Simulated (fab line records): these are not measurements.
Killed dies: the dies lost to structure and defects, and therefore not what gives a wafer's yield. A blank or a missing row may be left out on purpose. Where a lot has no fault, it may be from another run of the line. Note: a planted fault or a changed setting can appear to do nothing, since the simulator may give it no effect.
A lot that was struck, set against a sound lot :: flow sky130 :: 44 steps out of a route of 708
Sound: the wafers L777.1, L777.4, L777.5. Struck: wafer L797.5 (left out: L797.2, L797.6 of the same lot, which were not struck); the cause appears at the end.
For every step that has rows: the tool of each side, followed by ch and its chambers, followed by its first start. Under that, the readings that differ: sound wafers :: struck wafers :: difference of the means :: sigmas: that difference in standard deviations of wafers without a fault.
alike: a reading whose means differ by less than 2 such deviations, as well as words and numbers matching on both sides. not compared: withheld readings; readings where some wafer has no value; bounds like >300 that might hide an equal value; numbers whose values overlap and for which the record gives no deviation.
Wherever a step has rows on one side only, a row that says differs or no value, or a row with sigmas, the two part there. Non-overlapping numbers with no deviation appear without sigmas and do not part them. Lack of a reading on every wafer of one side parts them only where that side has two or more wafers.

first, 2 steps without rows for these wafers: SKY_LOCAL_INTERCONNECT_PEB_09; SKY_LOCAL_INTERCONNECT_DEVELOP_10 (develop time 60 s).
SKY_LOCAL_INTERCONNECT_CD_MEAS_11 targets a cd of 170 nm.
  sound: cd sem-01 at day 32 19:04; struck: cd sem-01 at day 39 11:38
  alike: cd nm
SKY_LOCAL_INTERCONNECT_OVL_MEAS_12:
  sound: overlay-02 at day 32 19:11; struck: overlay-02 at day 39 11:44
  alike: LOCAL_INTERCONNECT_OVL
then, 7 steps without rows for these wafers: SKY_LOCAL_INTERCONNECT_ETCH_13 (etches BARC in N2/H2, stops on SiO2, time 45.9 s, target depth 60 nm); SKY_LOCAL_INTERCONNECT_METAL_ETCH_14 (etches TiN in Cl2/BCl3, stops on PSG, target depth 110 nm, time 31.4 s); SKY_LOCAL_INTERCONNECT_STRIP_15 (strips in O2/N2); SKY_LOCAL_INTERCONNECT_STRIP_16 (strips in post etch residue remover, time 1200 s); SKY_LOCAL_INTERCONNECT_CLEAN_17 (cleans in IPA, time 180 s); SKY_LOCAL_INTERCONNECT_CLEAN_18 (cleans in O3/DIW); SKY_CONTACT_CVD_00 (deposits Si3N4, target thk 75 nm).
SKY_CONTACT_THK_MEAS_01:
  sound: film metro-02 at day 32 19:58; struck: film metro-04 at day 39 12:31
  alike: CONTACT_CVD_00_THK
SKY_CONTACT_HDPCVD_02: deposits SiO2, target thk 565 nm, time 94.2 s.
  sound on hdpcvd-02 ch 0,2, day 32 20:01; struck on hdpcvd-01 ch 1, day 39 12:34
reading: model.SiO2_of_CONTACT_HDPCVD_02.thk nm (nm)
sound: 558.9 557.6 565.3
struck: 299.1
difference: -261.5
sigmas: 
SKY_CONTACT_THK_MEAS_03:
  sound: film metro-04 at day 32 20:05; struck: film metro-01 at day 39 12:39
reading: CONTACT_HDPCVD_THK (nm)
sound: 559 557 566
struck: 299
difference: -262
sigmas: -47
SKY_CONTACT_CMP_04: polishes SiO2.
  sound on cmp-01 ch 0,1,2, day 32 20:09; struck on cmp-02 ch 2, day 39 12:51
reading: time to endpoint s (s)
sound: 78 84 91
struck: 48
difference: -36
sigmas: -6
  alike: motor current A
SKY_CONTACT_BOW_MEAS_05:
  sound: film metro-01 at day 32 20:27; struck: film metro-04 at day 39 13:01
  alike: CONTACT_BOW
then, 8 steps without rows for these wafers: SKY_CONTACT_DEHYDRATE_06 (time 60 s); SKY_CONTACT_HMDS_07 (prime time 60 s); SKY_CONTACT_COAT_08 (resist thk 60 nm); SKY_CONTACT_COAT_09 (resist thk 450 nm); SKY_CONTACT_SOFTBAKE_10 (time 90 s); SKY_CONTACT_EXPOSE_11 (exposes mask CTM1, target cd 170 nm); SKY_CONTACT_PEB_12; SKY_CONTACT_DEVELOP_13 (develop time 60 s).
SKY_CONTACT_CD_MEAS_14 targets a cd of 170 nm.
  sound: cd sem-01 at day 34 01:17; struck: cd sem-01 at day 40 15:19
reading: cd nm (nm)
sound: 170.0 170.0 167.2
struck: 173.3
difference: +4.2
sigmas: +2
SKY_CONTACT_OVL_MEAS_15:
  sound: overlay-01 at day 34 01:25; struck: overlay-02 at day 40 15:25
  alike: CONTACT_OVL
then, 1 step without rows for these wafers: SKY_CONTACT_ETCH_16 (etches BARC in N2/H2, stops on SiO2, time 45.9 s, target depth 60 nm).
SKY_CONTACT_ETCH_17: etches SiO2 in C4F8/O2/Ar, stops on Si3N4, target depth 340 nm.
  sound on rie diel-01 ch 1,2,3, day 34 01:29; struck on rie diel-04 ch 2, day 40 15:29
reading: oes product au (a.u.)
sound: 0.892 0.896 0.886
struck: 0.824
difference: -0.067
sigmas: -13

reading: model.etch.depth nm (nm)
sound: 338.4 340.9 342.3
struck: 299.1
difference: -41.4
sigmas: 

reading: model.CONTACT.feature depth nm (nm)
sound: 338.4 340.9 342.3
struck: 299.1
difference: -41.4
sigmas: 
SKY_CONTACT_ETCH_18: etches Si3N4 in CHF3/O2, stops on TiN, time 39 s, target depth 75 nm.
  sound: rie diel-01 ch 1,2,3; struck: rie diel-04 ch 2
reading: drypump motor current A (A)
sound: 5.5 5.8 5.0
struck: 6.6
difference: +1.2
sigmas: +2
  alike: oes product au, throttle valve pct
  not compared: rf hours counter h
then, 4 steps without rows for these wafers: SKY_CONTACT_STRIP_19 (strips in O2/N2); SKY_CONTACT_STRIP_20 (strips in post etch residue remover, time 1200 s); SKY_CONTACT_CLEAN_21 (cleans in IPA, time 180 s); SKY_CONTACT_CLEAN_22 (cleans in O3/DIW).
SKY_CONTACT_SPUTTER_23: material TiN, target thk 20 nm, time 80 s.
  sound: pvd sputter-03 at day 34 02:10; struck: pvd sputter-01 at day 40 16:11
  alike: cathode dc power W, throttle valve pct
SKY_CONTACT_CVD_24: deposits W, target thk 340 nm, time 102.12 s.
  sound on cvd w-02 ch 1, day 34 02:14; struck on cvd w-01 ch 0, day 40 16:14
  alike: heater power w
SKY_CONTACT_RS_MEAS_25: a four-point-probe measurement.
  sound: film metro-04 at day 34 02:21; struck: film metro-04 at day 40 16:22
  alike: CONTACT_W_RS
SKY_CONTACT_THK_MEAS_26: measures by xrf.
  sound: film metro-04 at day 34 02:28; struck: film metro-04 at day 40 16:29
reading: CONTACT_W_THK (nm)
sound: 333 332 333
struck: 342
difference: +9
sigmas: +2
then, 1 step without rows for these wafers: SKY_CONTACT_CMP_27 (polishes, stops on SiO2, t overpolish 15 s, target thk 0 nm).
SKY_METAL1_SPUTTER_00: material Ti, target thk 15 nm, time 10 s.
  sound: pvd sputter-01 at day 34 02:51; struck: pvd sputter-03 at day 40 16:50
  alike: cathode dc power W, throttle valve pct
then, 1 step without rows for these wafers: SKY_METAL1_SPUTTER_01 (material TiN, target thk 20 nm, time 16.7 s).
SKY_METAL1_SPUTTER_02: material AlCu, target thk 250 nm, time 13.3 s.
  sound: pvd sputter-01 at day 34 02:54; struck: pvd sputter-03 at day 40 16:52
  alike: cathode dc power W, throttle valve pct
then, 1 step without rows for these wafers: SKY_METAL1_SPUTTER_03 (material Ti, target thk 5 nm, time 3.3 s).
SKY_METAL1_METAL_ETCH_19: etches the open film in Cl2/BCl3, stops on SiO2, target depth 360 nm, time 78 s.
  sound on rie metal-01 ch 0,1, day 35 05:54; struck on rie metal-01 ch 0, day 41 18:46
reading: model.SiO2_of_CONTACT_HDPCVD_02.thk nm (nm)
sound: 324.5 326.4 328.4
struck: 284.9
difference: -41.5
sigmas: 
  alike: drypump motor current A, mfc cl2 sccm, oes product au, throttle valve pct
  not compared: rf hours counter h
-- the record jumps here: 11 days lie between the struck wafers' starts before and after (it left off in module METAL1 and takes up again in module PAD_OPEN, whose first step shown is number 708 of the route) --
SKY_PAD_OPEN_PROBE_99:
  sound: prober-01 at day 48 06:57; struck: prober-01 at day 52 18:52
reading: model.etest.met1 comb.leak log10 a um
sound: -11.97 -11.99 -12.11
struck: -7.166
difference: +4.857
sigmas: 

## WHERE THEY PART
Last at SKY_CONTACT_THK_MEAS_26 as far as this record goes, first at SKY_CONTACT_THK_MEAS_03. Later steps at which nothing parts them and some readings are alike: SKY_METAL1_SPUTTER_00, SKY_METAL1_SPUTTER_02, SKY_METAL1_METAL_ETCH_19.

WHY: whatever the simulator had introduced
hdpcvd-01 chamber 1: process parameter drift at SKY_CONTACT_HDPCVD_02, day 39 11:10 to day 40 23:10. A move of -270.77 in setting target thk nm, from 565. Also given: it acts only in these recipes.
